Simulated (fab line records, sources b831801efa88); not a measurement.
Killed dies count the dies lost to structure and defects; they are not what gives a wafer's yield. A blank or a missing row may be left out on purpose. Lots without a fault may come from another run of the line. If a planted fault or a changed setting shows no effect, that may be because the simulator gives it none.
Comparing a struck lot with a sound one ; flow gf180mcu ; 29 steps out of a route of 602
Sound: the wafers L899.1, L899.2, L899.4. Struck: wafer L909.5. Last of all comes the cause.
At each step with rows: each side's tool, then ch and its chambers, then its first start. Under that, the readings that differ: sound wafers ; struck wafers ; difference of the means ; sigmas: that difference in standard deviations of wafers without a fault.
alike: same words and numbers on both sides, and readings whose means sit less than 2 such deviations apart. not compared: any withheld reading, any reading some wafer has no value for, any bound like >300 that may hide the same value, and any number with overlapping values for which the record gives no deviation.
The two part at a step that has a row with sigmas, a row that says differs or no value, or rows on one side only. Non-overlapping numbers with no deviation appear without sigmas and do not part them. A reading that every wafer of one side lacks parts them only if that side has two wafers or more.

first, 1 step without rows for these wafers: GF_V1_ETCH_17 (etches SiO2 in C4F8/O2/Ar, stops on TiN, target depth 630 nm).
GF_V1_STRIP_18: strips in O2/N2.
  sound on plasma-asher-02 ch 0,1, day 22 00:17; struck on plasma-asher-02 ch 1, day 25 09:54
  alike: drypump-motor-current-A, heater-power-w, oes-product-au
  not compared: rf-hours-counter-h
then, 3 steps without rows for these wafers: GF_V1_STRIP_19 (strips in post etch residue remover, time 1200 s); GF_V1_CLEAN_20 (cleans in DIW); GF_V1_SPUTTER_21 (material Ti, target thk 15 nm, time 80.02 s).
GF_V1_SPUTTER_22: material TiN, target thk 10 nm, time 40 s.
  sound: pvd-sputter-02 at day 22 00:58; struck: pvd-sputter-01 at day 25 10:26
  alike: throttle-valve-pct
then, 1 step without rows for these wafers: GF_V1_CVD_23 (deposits W, target thk 350 nm, time 105.05 s).
GF_V1_RS_MEAS_24: uses a four-point probe to measure.
  sound: film-metro-01 at day 22 01:07; struck: film-metro-03 at day 25 10:40
  alike: V1_W_RS
GF_V1_THK_MEAS_25: measures by xrf.
  sound: film-metro-01 at day 22 01:14; struck: film-metro-03 at day 25 10:44
  alike: V1_W_THK
then, 2 steps without rows for these wafers: GF_V1_CMP_26 (polishes, stops on SiO2, t overpolish 16.28 s, target thk 0 nm); GF_M2_SPUTTER_00 (material Ti, target thk 37.5 nm, time 150 s).
GF_M2_SPUTTER_01: material TiN, target thk 30 nm, time 25 s.
  sound: pvd-sputter-02 at day 22 01:42; struck: pvd-sputter-04 at day 25 11:10
  alike: throttle-valve-pct
GF_M2_SPUTTER_02: material AlCu, target thk 450 nm, time 23.9 s.
  sound: pvd-sputter-02 at day 22 01:44; struck: pvd-sputter-04 at day 25 11:12
reading;sound;struck;difference;sigmas
model.AlCu_of_M2_SPUTTER_02.thk-nm (nm);447 444.1 451.8;363.4;-84.2;
  alike: throttle-valve-pct
GF_M2_SPUTTER_03: material Ti, target thk 10 nm, time 6.7 s.
  sound: pvd-sputter-02 at day 22 01:46; struck: pvd-sputter-04 at day 25 11:14
  alike: throttle-valve-pct
then, 1 step without rows for these wafers: GF_M2_SPUTTER_04 (material TiN, target thk 50 nm, time 41.7 s).
GF_M2_RS_MEAS_05: uses a four-point probe to measure.
  sound: film-metro-04 at day 22 01:49; struck: film-metro-03 at day 25 11:22
reading;sound;struck;difference;sigmas
M2_ALCU_RS (ohm/sq);0.0699 0.0704 0.0691;0.0862;+0.0164;+20
GF_M2_THK_MEAS_06: measures by xrf.
  sound: film-metro-04 at day 22 01:56; struck: film-metro-03 at day 25 11:26
reading;sound;struck;difference;sigmas
M2_ALCU_THK (nm);444 442 450;365;-80;-14
then, 7 steps without rows for these wafers: GF_M2_DEHYDRATE_07 (time 60 s); GF_M2_HMDS_08 (prime time 60 s); GF_M2_COAT_09 (resist thk 1000 nm); GF_M2_SOFTBAKE_10 (time 60 s); GF_M2_EXPOSE_11 (exposes mask Metal2, target cd 280 nm); GF_M2_PEB_12 (peb time 90 s); GF_M2_DEVELOP_13 (develop time 60 s).
GF_M2_CD_MEAS_14: target cd 280 nm.
  sound: cd-sem-02 at day 23 00:49; struck: cd-sem-02 at day 26 08:17
  alike: cd-nm
GF_M2_OVL_MEAS_15:
  sound: overlay-02 at day 23 00:56; struck: overlay-02 at day 26 08:22
  alike: M2_OVL
GF_M2_METAL_ETCH_16: etches the open film in Cl2/BCl3, stops on SiO2, target depth 627.5 nm, time 104.6 s.
  sound on rie-metal-04 ch 0, day 23 00:58; struck on rie-metal-02 ch 0, day 26 08:26
reading;sound;struck;difference;sigmas
oes-product-au (a.u.);0.968 0.963 0.975;0.887;-0.082;-11
throttle-valve-pct (%);28.248 28.252 28.239;28.353;+0.107;+9
  alike: drypump-motor-current-A
  not compared: rf-hours-counter-h
GF_M2_STRIP_17: strips in O2/N2.
  sound on plasma-asher-01 ch 0,1, day 23 01:11; struck on plasma-asher-02 ch 0, day 26 08:33
  alike: drypump-motor-current-A, heater-power-w, oes-product-au, strip-time-to-endpoint-s
  not compared: rf-hours-counter-h
then, 1 step without rows for these wafers: GF_PASSIVATION_PROBE_99.

WHERE THEY PART
Last at GF_M2_METAL_ETCH_16 as far as this record goes, first at GF_M2_RS_MEAS_05. Later steps at which nothing parts them and some readings are alike: GF_M2_STRIP_17.

WHY: the cause the simulator had injected
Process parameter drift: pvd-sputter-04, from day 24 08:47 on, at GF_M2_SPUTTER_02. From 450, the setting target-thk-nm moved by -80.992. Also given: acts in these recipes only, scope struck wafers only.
